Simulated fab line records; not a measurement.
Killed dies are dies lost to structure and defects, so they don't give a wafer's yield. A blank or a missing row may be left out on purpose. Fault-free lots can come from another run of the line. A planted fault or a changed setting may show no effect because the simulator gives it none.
A single fault, viewed from 2 desks | flow gf180mcu | only its own numbers are on each desk; what lay behind them is given at the end

== AT THE METROLOGY DESK ==
Means of the sampled wafers that have a number, per lot and without regard to the tool the lot ran on: this is what the gauges read. Marked OUT: a lot whose mean sits more than 4 standard deviations from the usual mean, which makes it out of limits; the brackets give that distance.
Columns: A = V5_W_RS at GF_V5_RS_MEAS_24, usual 0.329 ohm/sq; B = V5_W_THK at GF_V5_THK_MEAS_25, usual 351 nm; C = cdNm at GF_TOP_METAL_CD_MEAS_14, usual 439.6 nm; D = TOP_METAL_OVL at GF_TOP_METAL_OVL_MEAS_15, usual 0.3 nm; E = PASSIVATION_CVD_00_THK at GF_PASSIVATION_THK_MEAS_01, usual 1001 nm
lot  | first seen here | A     | B   | C     | D    | E
L267 | day 27 08:44    | 0.329 | 352 | 440.4 | -0.3 | 994
L268 | day 27 20:39    | 0.329 | 351 | 434.5 | 1.3  | 1009
L269 | day 28 00:26    | 0.327 | 351 | 438.1 | 1.2  | 1008
L270 | day 28 13:41    | 0.325 | 355 | 439.0 | -0.3 | 1013
L272 | day 28 22:12    | 0.325 | 359 | 440.3 | 1.0  | 1009
L282 | day 32 03:26    | 0.333 | 345 | 441.7 | -1.9 | 994
L283 | day 32 07:28    | 0.330 | 352 | 443.1 | 1.5  | 1010
L286 | day 32 18:07    | 0.333 | 347 | 441.0 | 0.2  | 1009
L287 | day 32 22:16    | 0.324 | 356 | 435.5 | 2.0  | 992
L288 | day 33 03:37    | 0.333 | 346 | 440.2 | 0.4  | 1002
L289 | day 33 07:29    | 0.332 | 345 | 438.2 | -2.8 | 998
L290 | day 33 10:20    | 0.325 | 351 | 438.5 | 0.4  | 1009
Finding of this desk: none of the 12 lots has anything out of limits.

== TOOL OWNER'S DESK, cvdW-02 ==
The tool's own readings at GF_V5_CVD_23 (deposits W, target thk 350 nm, time 104.9 s): means of the sampled wafers that have a number, for each lot that ran on this tool. Marked OUT: a lot whose mean sits more than 4 standard deviations from the usual mean, which makes it out of limits; the brackets give that distance.
Columns: A = heaterPowerW at GF_V5_CVD_23, usual 870 W
lot  | first seen here | A
L269 | day 28 00:19    | 885
L270 | day 28 13:35    | 879
L272 | day 28 22:05    | 892
L287 | day 32 22:10    | 888
L289 | day 33 07:23    | 886
Finding of this desk: none of the 5 lots has anything out of limits.

== ALL TOGETHER ==
At the metrology desk, nothing out of limits was observed.
The tool owner's desk saw nothing out of limits.

== WHAT THE SIMULATOR HAD PUT IN ==
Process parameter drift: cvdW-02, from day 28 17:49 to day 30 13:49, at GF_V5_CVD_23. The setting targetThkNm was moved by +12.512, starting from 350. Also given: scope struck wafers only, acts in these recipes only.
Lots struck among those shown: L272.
